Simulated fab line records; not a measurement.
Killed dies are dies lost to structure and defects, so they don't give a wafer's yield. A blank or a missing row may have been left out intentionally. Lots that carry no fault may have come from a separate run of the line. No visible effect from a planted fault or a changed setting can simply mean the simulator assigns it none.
Which tool was responsible? | flow gf180mcu | 24 lots, 72 wafers sampled, at 6 steps of a route of 602

WHAT EACH GAUGE READ, for each wafer
No reading from a measuring or inspecting step in the record can be judged against a usual standard deviation.

EACH LOT AND THE TOOL THAT RAN IT (in order: tool; ch and the chambers of the sampled wafers; start)
lot  | GF_HV_LDD_STRIP_10                   | GF_CONTACT_ETCH_16                 | GF_V1_CVD_02                    | GF_M2_SPUTTER_03             | GF_M2_STRIP_17                       | GF_M3_SPUTTER_02
L074 | plasma-asher-02 ch 0,1, day 9 21:40  | rie-diel-01 ch 1,2,3, day 16 00:40 | pecvd-01 ch 0,1, day 17 01:05   | pvd-sputter-01, day 18 02:44 | plasma-asher-02 ch 0,1, day 19 02:52 | pvd-sputter-01, day 20 06:24
L075 | plasma-asher-04 ch 0,1, day 10 03:53 | rie-diel-02 ch 0,1, day 16 04:49   | pecvd-02 ch 0,1,2, day 17 05:43 | pvd-sputter-03, day 18 07:12 | plasma-asher-04 ch 0,1, day 19 07:17 | pvd-sputter-04, day 20 10:16
L076 | plasma-asher-02 ch 0,1, day 10 14:22 | rie-diel-01 ch 1,2,3, day 16 19:52 | pecvd-03 ch 1,2, day 17 21:13   | pvd-sputter-01, day 18 23:32 | plasma-asher-02 ch 0,1, day 20 00:32 | pvd-sputter-03, day 21 03:17
L077 | plasma-asher-04 ch 0,1, day 10 21:43 | rie-diel-01 ch 1,3, day 17 05:34   | pecvd-03 ch 0,1,2, day 18 07:37 | pvd-sputter-02, day 19 10:21 | plasma-asher-01 ch 0, day 20 11:01   | pvd-sputter-03, day 21 14:15
L078 | plasma-asher-04 ch 0,1, day 11 03:25 | rie-diel-02 ch 1,2, day 17 11:28   | pecvd-03 ch 0,1,2, day 18 13:04 | pvd-sputter-03, day 19 15:29 | plasma-asher-01 ch 0,1, day 20 15:31 | pvd-sputter-01, day 21 18:02
L079 | plasma-asher-04 ch 1, day 11 10:31   | rie-diel-01 ch 1,3, day 17 21:18   | pecvd-02 ch 0,1, day 18 23:05   | pvd-sputter-03, day 20 01:53 | plasma-asher-01 ch 1, day 21 02:48   | pvd-sputter-03, day 22 05:09
L080 | plasma-asher-02 ch 0,1, day 11 18:25 | rie-diel-02 ch 0,1,3, day 18 05:58 | pecvd-02 ch 0,2, day 19 08:41   | pvd-sputter-01, day 20 10:34 | plasma-asher-01 ch 0,1, day 21 10:38 | pvd-sputter-03, day 22 14:31
L081 | plasma-asher-02 ch 0,1, day 12 03:08 | rie-diel-02 ch 1,3, day 18 16:40   | pecvd-01 ch 0,1,2, day 19 19:16 | pvd-sputter-03, day 20 21:44 | plasma-asher-02 ch 0,1, day 21 21:26 | pvd-sputter-03, day 22 23:24
L082 | plasma-asher-03 ch 0,1, day 12 11:09 | rie-diel-01 ch 0,2,3, day 19 04:34 | pecvd-03 ch 0,1,2, day 20 06:59 | pvd-sputter-03, day 21 11:52 | plasma-asher-04 ch 0,1, day 22 10:03 | pvd-sputter-01, day 23 11:55
L083 | plasma-asher-02 ch 0,1, day 13 00:21 | rie-diel-03 ch 0,1,2, day 19 18:10 | pecvd-01 ch 0,1, day 20 20:40   | pvd-sputter-03, day 21 22:09 | plasma-asher-02 ch 0,1, day 22 21:42 | pvd-sputter-01, day 23 23:05
L085 | plasma-asher-04 ch 0,1, day 13 08:59 | rie-diel-03 ch 0,1,2, day 20 06:29 | pecvd-03 ch 0,1,2, day 21 09:14 | pvd-sputter-01, day 22 13:22 | plasma-asher-01 ch 0,1, day 23 13:02 | pvd-sputter-04, day 24 13:47
L084 | plasma-asher-03 ch 0,1, day 13 13:27 | rie-diel-01 ch 0,2,3, day 20 08:22 | pecvd-01 ch 0,1,2, day 21 10:13 | pvd-sputter-03, day 22 13:51 | plasma-asher-02 ch 0,1, day 23 13:29 | pvd-sputter-04, day 24 15:01
L086 | plasma-asher-02 ch 0,1, day 13 18:37 | rie-diel-01 ch 2,3, day 20 15:13   | pecvd-03 ch 1,2, day 21 17:25   | pvd-sputter-01, day 22 20:03 | plasma-asher-04 ch 0,1, day 23 19:54 | pvd-sputter-01, day 24 21:23
L087 | plasma-asher-03 ch 0,1, day 14 00:19 | rie-diel-01 ch 0,2, day 20 22:19   | pecvd-01 ch 0,2, day 21 23:22   | pvd-sputter-03, day 23 00:58 | plasma-asher-01 ch 0,1, day 23 23:56 | pvd-sputter-04, day 25 01:39
L088 | plasma-asher-03 ch 0,1, day 14 11:18 | rie-diel-01 ch 0,1, day 21 10:52   | pecvd-02 ch 1,2, day 22 14:03   | pvd-sputter-02, day 23 15:41 | plasma-asher-02 ch 0,1, day 24 14:08 | pvd-sputter-01, day 25 14:23
L089 | plasma-asher-03 ch 1, day 14 23:01   | rie-diel-02 ch 1,2,3, day 22 02:43 | pecvd-02 ch 0,1, day 23 04:40   | pvd-sputter-03, day 24 05:01 | plasma-asher-01 ch 0,1, day 25 04:18 | pvd-sputter-04, day 26 04:43
L090 | plasma-asher-02 ch 0,1, day 15 04:10 | rie-diel-03 ch 0,1,2, day 22 07:45 | pecvd-01 ch 0,1,2, day 23 09:30 | pvd-sputter-02, day 24 10:47 | plasma-asher-02 ch 0,1, day 25 09:00 | pvd-sputter-03, day 26 08:44
L091 | plasma-asher-04 ch 0,1, day 15 10:45 | rie-diel-03 ch 0,2, day 22 13:07   | pecvd-01 ch 0,2, day 23 14:44   | pvd-sputter-03, day 24 15:52 | plasma-asher-04 ch 0,1, day 25 13:59 | pvd-sputter-04, day 26 14:11
L092 | plasma-asher-04 ch 0,1, day 15 15:55 | rie-diel-02 ch 1,2,3, day 22 20:03 | pecvd-03 ch 0,1,2, day 23 20:59 | pvd-sputter-02, day 24 21:43 | plasma-asher-02 ch 0,1, day 25 19:39 | pvd-sputter-01, day 26 19:16
L093 | plasma-asher-02 ch 0,1, day 16 01:45 | rie-diel-01 ch 0,1,3, day 23 04:03 | pecvd-03 ch 1,2, day 24 04:55   | pvd-sputter-02, day 25 05:20 | plasma-asher-04 ch 0,1, day 26 03:05 | pvd-sputter-01, day 27 02:58
L094 | plasma-asher-02 ch 0,1, day 16 03:07 | rie-diel-02 ch 1,2,3, day 23 07:51 | pecvd-01 ch 0,1,2, day 24 08:46 | pvd-sputter-01, day 25 09:07 | plasma-asher-02 ch 0,1, day 26 06:35 | pvd-sputter-04, day 27 06:24
L095 | plasma-asher-04 ch 0,1, day 16 20:10 | rie-diel-02 ch 0,2,3, day 23 22:09 | pecvd-03 ch 0,1, day 24 22:47   | pvd-sputter-03, day 25 22:11 | plasma-asher-04 ch 0,1, day 26 19:54 | pvd-sputter-03, day 27 18:33
L096 | plasma-asher-04 ch 0,1, day 16 21:34 | rie-diel-03 ch 1,2,3, day 24 00:30 | pecvd-01 ch 0,1,2, day 25 01:06 | pvd-sputter-02, day 26 00:05 | plasma-asher-02 ch 1, day 26 21:07   | pvd-sputter-04, day 27 19:38
L097 | plasma-asher-04 ch 0,1, day 17 01:18 | rie-diel-03 ch 0,2,3, day 24 05:16 | pecvd-02 ch 0,1, day 25 05:38   | pvd-sputter-01, day 26 05:23 | plasma-asher-02 ch 1, day 27 01:53   | pvd-sputter-03, day 28 01:30
- GF_HV_LDD_STRIP_10: strips in O2/N2.
- GF_CONTACT_ETCH_16: etches BARC in N2/H2.
- GF_V1_CVD_02: deposits SiO2 from TEOS, target thk 850 nm, time 94.851 s.
- GF_M2_SPUTTER_03: material Ti, target thk 10 nm, time 6.7 s.
- GF_M2_STRIP_17: strips in O2/N2.
- GF_M3_SPUTTER_02: material AlCu, target thk 450 nm, time 23.9 s.

AS READ BY THE TOOLS THEMSELVES (means over the sampled wafers that have a number; for cases with no such wafer, the mark the record gives instead)
GF_HV_LDD_STRIP_10. Usual: drypump-motor-current-A 5.9 A, standard deviation 0.38; heater-power-w 319 W, standard deviation 28; oes-product-au 0.716 a.u., standard deviation 0.0049; strip-time-to-endpoint-s 12.630 s, standard deviation 0.028.
lot  | tool            | drypump-motor-current-A (A) | heater-power-w (W) | oes-product-au (a.u.) | strip-time-to-endpoint-s (s) | flag
L074 | plasma-asher-02 | 6.0                         | 331                | 0.715                 | 12.634                       |
L075 | plasma-asher-04 | 5.8                         | 316                | 0.717                 | 12.648                       |
L076 | plasma-asher-02 | 6.0                         | 304                | 0.717                 | 12.664                       |
L077 | plasma-asher-04 | 6.1                         | 314                | 0.721                 | 12.626                       |
L078 | plasma-asher-04 | 5.8                         | 311                | 0.720                 | 12.642                       |
L079 | plasma-asher-04 | 5.4                         | 318                | 0.714                 | 12.608                       |
L080 | plasma-asher-02 | 6.0                         | 333                | 0.712                 | 12.652                       |
L081 | plasma-asher-02 | 5.9                         | 328                | 0.717                 | 12.639                       |
L082 | plasma-asher-03 | 5.5                         | 347                | 0.718                 | 12.626                       |
L083 | plasma-asher-02 | 6.0                         | 308                | 0.712                 | 12.567                       |
L085 | plasma-asher-04 | 6.1                         | 313                | 0.711                 | 12.625                       |
L084 | plasma-asher-03 | 5.5                         | 319                | 0.717                 | 12.640                       |
L086 | plasma-asher-02 | 6.0                         | 309                | 0.718                 | 12.604                       |
L087 | plasma-asher-03 | 5.5                         | 318                | 0.714                 | 12.631                       |
L088 | plasma-asher-03 | 5.5                         | 345                | 0.720                 | 12.629                       |
L089 | plasma-asher-03 | 5.4                         | 292                | 0.716                 | 12.628                       |
L090 | plasma-asher-02 | 6.0                         | 306                | 0.718                 | 12.627                       |
L091 | plasma-asher-04 | 6.1                         | 310                | 0.718                 | 12.635                       |
L092 | plasma-asher-04 | 5.7                         | 310                | 0.713                 | 12.591                       |
L093 | plasma-asher-02 | 6.0                         | 310                | 0.723                 | 12.633                       |
L094 | plasma-asher-02 | 6.0                         | 310                | 0.718                 | 12.617                       |
L095 | plasma-asher-04 | 5.8                         | 316                | 0.715                 | 12.649                       |
L096 | plasma-asher-04 | 5.7                         | 316                | 0.715                 | 12.653                       |
L097 | plasma-asher-04 | 6.1                         | 311                | 0.718                 | 12.644                       |

GF_CONTACT_ETCH_16. Usual: drypump-motor-current-A 5.7 A, standard deviation 0.38; h2-flow-sccm 200.1 sccm, standard deviation 0.61; oes-product-au 0.854 a.u., standard deviation 0.0048; throttle-valve-pct 13.224 %, standard deviation 0.008.
lot  | tool        | drypump-motor-current-A (A) | h2-flow-sccm (sccm) | oes-product-au (a.u.) | throttle-valve-pct (%) | flag
L074 | rie-diel-01 | 5.9                         | 200.0               | 0.853                 | 13.223                 |
L075 | rie-diel-02 | 5.3                         | 200.7               | 0.851                 | 13.225                 |
L076 | rie-diel-01 | 5.9                         | 200.2               | 0.854                 | 13.227                 |
L077 | rie-diel-01 | 6.0                         | 199.8               | 0.855                 | 13.229                 |
L078 | rie-diel-02 | 5.6                         | 199.7               | 0.853                 | 13.214                 |
L079 | rie-diel-01 | 6.1                         | 199.7               | 0.857                 | 13.222                 |
L080 | rie-diel-02 | 5.3                         | 200.8               | 0.856                 | 13.222                 |
L081 | rie-diel-02 | 5.3                         | 200.2               | 0.855                 | 13.224                 |
L082 | rie-diel-01 | 5.5                         | 199.7               | 0.855                 | 13.218                 |
L083 | rie-diel-03 | 5.8                         | 200.0               | 0.856                 | 13.217                 |
L085 | rie-diel-03 | 5.8                         | 200.2               | 0.851                 | 13.232                 |
L084 | rie-diel-01 | 5.5                         | 199.4               | 0.859                 | 13.224                 |
L086 | rie-diel-01 | 5.7                         | 200.0               | 0.855                 | 13.228                 |
L087 | rie-diel-01 | 5.4                         | 200.4               | 0.852                 | 13.223                 |
L088 | rie-diel-01 | 5.7                         | 199.5               | 0.848                 | 13.220                 |
L089 | rie-diel-02 | 5.7                         | 199.6               | 0.850                 | 13.234                 |
L090 | rie-diel-03 | 5.8                         | 199.9               | 0.854                 | 13.224                 |
L091 | rie-diel-03 | 5.7                         | 200.2               | 0.854                 | 13.225                 |
L092 | rie-diel-02 | 5.7                         | 200.3               | 0.854                 | 13.236                 |
L093 | rie-diel-01 | 5.7                         | 199.7               | 0.853                 | 13.222                 |
L094 | rie-diel-02 | 5.7                         | 199.9               | 0.860                 | 13.227                 |
L095 | rie-diel-02 | 5.7                         | 199.8               | 0.856                 | 13.224                 |
L096 | rie-diel-03 | 5.6                         | 200.0               | 0.859                 | 13.223                 |
L097 | rie-diel-03 | 5.7                         | 200.1               | 0.852                 | 13.228                 |

GF_V1_CVD_02. Usual: heater-power-w at 676 W, with a standard deviation of 86.
lot  | tool     | heater-power-w (W) | flag
L074 | pecvd-01 | 634                |
L075 | pecvd-02 | 658                |
L076 | pecvd-03 | 784                |
L077 | pecvd-03 | 638                |
L078 | pecvd-03 | 694                |
L079 | pecvd-02 | 705                |
L080 | pecvd-02 | 608                |
L081 | pecvd-01 | 662                |
L082 | pecvd-03 | 713                |
L083 | pecvd-01 | 657                |
L085 | pecvd-03 | 764                |
L084 | pecvd-01 | 658                |
L086 | pecvd-03 | 729                |
L087 | pecvd-01 | 699                |
L088 | pecvd-02 | 605                |
L089 | pecvd-02 | 700                |
L090 | pecvd-01 | 660                |
L091 | pecvd-01 | 623                |
L092 | pecvd-03 | 717                |
L093 | pecvd-03 | 652                |
L094 | pecvd-01 | 659                |
L095 | pecvd-03 | 770                |
L096 | pecvd-01 | 648                |
L097 | pecvd-02 | 716                |

GF_M2_SPUTTER_03. Usual: throttle-valve-pct at 30.4 %, with a standard deviation of 1.
lot  | tool           | throttle-valve-pct (%) | flag
L074 | pvd-sputter-01 | 29.5                   |
L075 | pvd-sputter-03 | 31.2                   |
L076 | pvd-sputter-01 | 29.2                   |
L077 | pvd-sputter-02 | 29.7                   |
L078 | pvd-sputter-03 | 30.7                   |
L079 | pvd-sputter-03 | 31.2                   |
L080 | pvd-sputter-01 | 29.5                   |
L081 | pvd-sputter-03 | 30.2                   |
L082 | pvd-sputter-03 | 31.2                   |
L083 | pvd-sputter-03 | 31.2                   |
L085 | pvd-sputter-01 | 29.3                   |
L084 | pvd-sputter-03 | 30.8                   |
L086 | pvd-sputter-01 | 29.4                   |
L087 | pvd-sputter-03 | 31.0                   |
L088 | pvd-sputter-02 | 30.1                   |
L089 | pvd-sputter-03 | 30.7                   |
L090 | pvd-sputter-02 | 30.2                   |
L091 | pvd-sputter-03 | 31.2                   |
L092 | pvd-sputter-02 | 30.3                   |
L093 | pvd-sputter-02 | 30.2                   |
L094 | pvd-sputter-01 | 29.3                   |
L095 | pvd-sputter-03 | 30.6                   |
L096 | pvd-sputter-02 | 29.8                   |
L097 | pvd-sputter-01 | 30.3                   |

GF_M2_STRIP_17. Usual: drypump-motor-current-A 6.00 A, standard deviation 0.25; heater-power-w 318 W, standard deviation 22; oes-product-au 0.537 a.u., standard deviation 0.0047; strip-time-to-endpoint-s 7.38 s, standard deviation 0.047.
lot  | tool            | drypump-motor-current-A (A) | heater-power-w (W) | oes-product-au (a.u.) | strip-time-to-endpoint-s (s) | flag
L074 | plasma-asher-02 | 5.99                        | 332                | 0.534                 | 7.32                         |
L075 | plasma-asher-04 | 6.07                        | 312                | 0.544                 | 7.50                         |
L076 | plasma-asher-02 | 5.98                        | 333                | 0.537                 | 7.38                         |
L077 | plasma-asher-01 | 5.99                        | 323                | 0.535                 | 7.30                         |
L078 | plasma-asher-01 | 6.04                        | 319                | 0.535                 | 7.37                         |
L079 | plasma-asher-01 | 6.13                        | 324                | 0.537                 | 7.35                         |
L080 | plasma-asher-01 | 6.09                        | 324                | 0.543                 | 7.40                         |
L081 | plasma-asher-02 | 5.97                        | 329                | 0.537                 | 7.39                         |
L082 | plasma-asher-04 | 6.08                        | 313                | 0.535                 | 7.37                         |
L083 | plasma-asher-02 | 6.00                        | 323                | 0.532                 | 7.32                         |
L085 | plasma-asher-01 | 6.08                        | 321                | 0.536                 | 7.40                         |
L084 | plasma-asher-02 | 6.01                        | 307                | 0.542                 | 7.42                         |
L086 | plasma-asher-04 | 5.76                        | 315                | 0.538                 | 7.39                         |
L087 | plasma-asher-01 | 6.04                        | 320                | 0.539                 | 7.41                         |
L088 | plasma-asher-02 | 5.98                        | 333                | 0.535                 | 7.32                         |
L089 | plasma-asher-01 | 6.09                        | 324                | 0.539                 | 7.42                         |
L090 | plasma-asher-02 | 5.99                        | 332                | 0.537                 | 7.36                         |
L091 | plasma-asher-04 | 5.76                        | 310                | 0.537                 | 7.37                         |
L092 | plasma-asher-02 | 5.98                        | 330                | 0.536                 | 7.41                         |
L093 | plasma-asher-04 | 5.78                        | 312                | 0.544                 | 7.41                         |
L094 | plasma-asher-02 | 5.98                        | 332                | 0.537                 | 7.37                         |
L095 | plasma-asher-04 | 5.78                        | 310                | 0.535                 | 7.40                         |
L096 | plasma-asher-02 | 5.96                        | 351                | 0.530                 | 7.42                         |
L097 | plasma-asher-02 | 5.95                        | 350                | 0.534                 | 7.35                         |

GF_M3_SPUTTER_02. Usual: throttle-valve-pct at 30.5 %, with a standard deviation of 0.99.
lot  | tool           | throttle-valve-pct (%) | flag
L074 | pvd-sputter-01 | 29.5                   |
L075 | pvd-sputter-04 | 30.5                   |
L076 | pvd-sputter-03 | 30.8                   |
L077 | pvd-sputter-03 | 31.2                   |
L078 | pvd-sputter-01 | 29.7                   |
L079 | pvd-sputter-03 | 30.7                   |
L080 | pvd-sputter-03 | 30.9                   |
L081 | pvd-sputter-03 | 30.6                   |
L082 | pvd-sputter-01 | 29.6                   |
L083 | pvd-sputter-01 | 29.4                   |
L085 | pvd-sputter-04 | 30.8                   |
L084 | pvd-sputter-04 | 30.2                   |
L086 | pvd-sputter-01 | 30.4                   |
L087 | pvd-sputter-04 | 31.0                   |
L088 | pvd-sputter-01 | 29.5                   |
L089 | pvd-sputter-04 | 30.6                   |
L090 | pvd-sputter-03 | 31.0                   |
L091 | pvd-sputter-04 | 30.5                   |
L092 | pvd-sputter-01 | 30.2                   |
L093 | pvd-sputter-01 | 29.5                   |
L094 | pvd-sputter-04 | 30.8                   |
L095 | pvd-sputter-03 | 30.8                   |
L096 | pvd-sputter-04 | 30.3                   |
L097 | pvd-sputter-03 | 30.7                   |

THE ANSWER, worked out from the rows above alone
Rule: lot off if the mean of its wafers having a number is beyond 3 standard deviations from the usual mean. A lot without any number at a reading at which 4 lots or more have one is off too. All remaining lots with rows at the step are treated as sound. First the gauges in route order, then the tools' own readings, where a lot's mean is used as printed above. The first step at which some lot is off is used, and at that step the reading that is off furthest; a lot without a number counts as furthest.
None of the lots is off at any reading shown; this tells nothing.

WHAT THE SIMULATOR PUT IN
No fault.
